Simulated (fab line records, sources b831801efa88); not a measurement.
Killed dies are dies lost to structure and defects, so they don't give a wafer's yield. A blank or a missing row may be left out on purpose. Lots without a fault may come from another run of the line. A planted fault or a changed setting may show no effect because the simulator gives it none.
Which tool did it? | flow sky130 | 15 lots, 45 wafers sampled, at 5 steps of a route of 708

WHAT THE GAUGES READ, wafer by wafer
SKY_CAP2M_RS_MEAS_03: measures by four-point-probe. Usual: CAP2M_TIN_RS 6.85 ohm/sq, standard deviation 0.058.
lot  | measured     | on            | CAP2M_TIN_RS (ohm/sq) | flag
L291 | day 39 15:55 | film_metro-04 | 6.86 6.91 6.92        |
L292 | day 39 16:16 | film_metro-04 | 6.78 6.78 6.82        |
L293 | day 40 07:04 | film_metro-02 | 6.93 6.85 6.87        |
L294 | day 40 11:38 | film_metro-01 | 6.84 6.81 6.82        |
L297 | day 41 17:52 | film_metro-01 | 6.96 6.91 6.90        |
L299 | day 42 08:38 | film_metro-04 | 6.84 6.87 6.86        |
L301 | day 43 01:47 | film_metro-04 | 6.97 6.92 7.01        |
L298 | day 43 04:11 | film_metro-02 | 6.92 6.89 6.85        |
L302 | day 43 04:44 | film_metro-02 | 6.81 6.87 6.82        |
L303 | day 43 12:26 | film_metro-04 | 6.87 6.84 6.95        |
L304 | day 43 13:23 | film_metro-02 | 6.83 6.83 6.82        |
L309 | day 44 21:58 | film_metro-04 | 6.75 6.79 6.73        |
L310 | day 45 10:04 | film_metro-04 | 6.79 6.76 6.82        |
L311 | day 45 11:22 | film_metro-04 | 6.90 6.92 6.88        |
L314 | day 46 05:28 | film_metro-02 | 6.86 6.88 6.80        |

SKY_METAL5_RS_MEAS_05: measures by four-point-probe. Usual: METAL5_ALCU_RS 0.02697 ohm/sq, standard deviation 0.00026.
lot  | measured     | on            | METAL5_ALCU_RS (ohm/sq) | flag
L291 | day 42 17:29 | film_metro-02 | 0.02675 0.02726 0.02701 |
L292 | day 42 19:34 | film_metro-04 | 0.02663 0.02685 0.02661 |
L293 | day 43 07:10 | film_metro-02 | 0.0272 0.0268 0.02714   |
L294 | day 43 14:19 | film_metro-04 | 0.02692 0.02679 0.02656 |
L297 | day 44 16:20 | film_metro-03 | 0.02698 0.02724 0.02705 |
L299 | day 45 08:49 | film_metro-03 | 0.02704 0.02719 0.02711 |
L301 | day 45 23:36 | film_metro-04 | 0.02645 0.02648 0.0266  |
L298 | day 46 01:08 | film_metro-02 | 0.027 0.02667 0.02701   |
L302 | day 46 02:19 | film_metro-02 | 0.02725 0.02692 0.02717 |
L303 | day 46 08:55 | film_metro-04 | 0.02669 0.02669 0.02656 |
L304 | day 46 10:34 | film_metro-04 | 0.027 0.02695 0.02709   |
L314 | day 48 20:00 | film_metro-02 | 0.0271 0.02719 0.02703  |

SKY_METAL5_THK_MEAS_06: measures by xrf. Usual: METAL5_ALCU_THK 1175 nm, standard deviation 12.
lot  | measured     | on            | METAL5_ALCU_THK (nm) | flag
L291 | day 42 17:36 | film_metro-02 | 1183 1163 1167       |
L292 | day 42 19:40 | film_metro-04 | 1183 1176 1187       |
L293 | day 43 07:17 | film_metro-02 | 1165 1192 1167       |
L294 | day 43 14:25 | film_metro-04 | 1178 1179 1184       |
L297 | day 44 16:27 | film_metro-03 | 1176 1172 1176       |
L299 | day 45 08:55 | film_metro-03 | 1175 1163 1170       |
L301 | day 45 23:43 | film_metro-04 | 1201 1194 1190       |
L298 | day 46 01:15 | film_metro-02 | 1174 1190 1180       |
L302 | day 46 02:25 | film_metro-02 | 1162 1179 1170       |
L303 | day 46 09:02 | film_metro-04 | 1180 1188 1186       |
L304 | day 46 10:39 | film_metro-04 | 1170 1174 1161       |
L314 | day 48 20:07 | film_metro-02 | 1183 1170 1173       |

WHICH TOOL RAN EACH LOT (tool, then ch and the chambers of the sampled wafers, then the start)
lot  | SKY_VIA4_ETCH_12                   | SKY_VIA4_STRIP_13
L291 | rie_diel-04 ch 0,1,2, day 42 15:58 | plasma_asher-03 ch 0,1, day 42 16:02
L292 | rie_diel-03 ch 0,2, day 42 17:59   | plasma_asher-02 ch 0,1, day 42 18:06
L293 | rie_diel-03 ch 1,2, day 43 05:38   | plasma_asher-02 ch 0,1, day 43 05:43
L294 | rie_diel-01 ch 1,2,3, day 43 12:43 | plasma_asher-02 ch 0,1, day 43 12:47
L297 | rie_diel-01 ch 0,1, day 44 14:46   | plasma_asher-02 ch 1, day 44 14:50
L299 | rie_diel-04 ch 0,2, day 45 06:31   | plasma_asher-03 ch 0, day 45 06:36
L301 | rie_diel-01 ch 1,2, day 45 22:04   | plasma_asher-01 ch 0,1, day 45 22:09
L298 | rie_diel-04 ch 2,3, day 45 23:37   | plasma_asher-02 ch 0,1, day 45 23:41
L302 | rie_diel-03 ch 0,1,2, day 46 00:44 | plasma_asher-02 ch 0,1, day 46 00:51
L303 | rie_diel-03 ch 0,1,3, day 46 07:23 | plasma_asher-02 ch 0,1, day 46 07:28
L304 | rie_diel-03 ch 0,1,3, day 46 08:58 | plasma_asher-03 ch 0,1, day 46 09:05
L309 | rie_diel-04 ch 0,1,2, day 47 12:52 | plasma_asher-01 ch 0,1, day 47 12:59
L310 | rie_diel-01 ch 0,2,3, day 48 01:43 | plasma_asher-02 ch 0,1, day 48 01:47
L311 | rie_diel-03 ch 1,2, day 48 02:05   | plasma_asher-01 ch 0,1, day 48 02:12
L314 | rie_diel-03 ch 0,1,2, day 48 18:26 | plasma_asher-03 ch 0,1, day 48 18:31
- SKY_VIA4_ETCH_12: etches SiO2 in C4F8/O2/Ar, stops on TiN, target depth 580 nm.
- SKY_VIA4_STRIP_13: strips in O2/N2.

WHAT THE TOOLS THEMSELVES READ (means of the sampled wafers that have a number; where no wafer has one, the mark that the record gives instead)
SKY_VIA4_ETCH_12. Usual: bias_w 1200 W, standard deviation 3.4; chamber_pressure_mTorr 40.00 mTorr, standard deviation 0.035; oes_product_au 0.926 a.u., standard deviation 0.0049.
lot  | tool        | bias_w (W) | chamber_pressure_mTorr (mTorr) | oes_product_au (a.u.) | flag
L291 | rie_diel-04 | 1202       | 40.03                          | 0.926                 |
L292 | rie_diel-03 | 1198       | 40.01                          | 0.922                 |
L293 | rie_diel-03 | 1199       | 40.02                          | 0.922                 |
L294 | rie_diel-01 | 1201       | 39.96                          | 0.925                 |
L297 | rie_diel-01 | 1202       | 40.04                          | 0.928                 |
L299 | rie_diel-04 | 1202       | 40.00                          | 0.926                 |
L301 | rie_diel-01 | 1201       | 40.01                          | 0.922                 |
L298 | rie_diel-04 | 1202       | 39.97                          | 0.927                 |
L302 | rie_diel-03 | 1200       | 40.00                          | 0.929                 |
L303 | rie_diel-03 | 1203       | 39.99                          | 0.927                 |
L304 | rie_diel-03 | 1203       | 40.02                          | 0.924                 |
L309 | rie_diel-04 | -          | -                              | -                     | OFF
L310 | rie_diel-01 | -          | -                              | -                     | OFF
L311 | rie_diel-03 | -          | -                              | -                     | OFF
L314 | rie_diel-03 | 1200       | 40.00                          | 0.918                 |

SKY_VIA4_STRIP_13. Usual: drypump_motor_current_A 6.3 A, standard deviation 0.38; oes_product_au 0.710 a.u., standard deviation 0.0045; strip_time_to_endpoint_s 12.802 s, standard deviation 0.028.
lot  | tool            | drypump_motor_current_A (A) | oes_product_au (a.u.) | strip_time_to_endpoint_s (s) | flag
L291 | plasma_asher-03 | 6.2                         | 0.710                 | 12.827                       |
L292 | plasma_asher-02 | 6.5                         | 0.710                 | 12.831                       |
L293 | plasma_asher-02 | 6.5                         | 0.712                 | 12.808                       |
L294 | plasma_asher-02 | 6.5                         | 0.708                 | 12.771                       |
L297 | plasma_asher-02 | 6.4                         | 0.712                 | 12.803                       |
L299 | plasma_asher-03 | 6.0                         | 0.714                 | 12.859                       |
L301 | plasma_asher-01 | 5.8                         | 0.710                 | 12.800                       |
L298 | plasma_asher-02 | 6.5                         | 0.712                 | 12.803                       |
L302 | plasma_asher-02 | 6.5                         | 0.709                 | 12.800                       |
L303 | plasma_asher-02 | 6.5                         | 0.711                 | 12.784                       |
L304 | plasma_asher-03 | 6.2                         | 0.712                 | 12.813                       |
L309 | plasma_asher-01 | 6.2                         | 0.719                 | 14.167                       | OFF
L310 | plasma_asher-02 | 6.5                         | 0.717                 | 14.193                       | OFF
L311 | plasma_asher-01 | 6.2                         | 0.716                 | 14.203                       | OFF
L314 | plasma_asher-03 | 6.3                         | 0.709                 | 12.793                       |

THE ANSWER, worked out from the rows above alone
Rule: a lot is off if the mean of its wafers that have a number lies more than 3 standard deviations from the usual mean. A lot without any number at a reading at which 4 lots or more have one is off too. The other lots that the step has rows for count as sound. The gauges are gone through in route order, then the tools' own readings, and for those a lot's mean is taken as printed above. The first step at which some lot is off is used, and at that step the reading that is off furthest; a lot without a number counts as furthest.
Off: L309, L310, L311, at SKY_VIA4_ETCH_12 (bias_w). Without a number there: L309, L310, L311.
A tool fits if, at that step or a process step before it, it ran every lot that is off, and no sound lot after the first of them. None of those tried fits.

WHAT THE SIMULATOR HAD PUT IN
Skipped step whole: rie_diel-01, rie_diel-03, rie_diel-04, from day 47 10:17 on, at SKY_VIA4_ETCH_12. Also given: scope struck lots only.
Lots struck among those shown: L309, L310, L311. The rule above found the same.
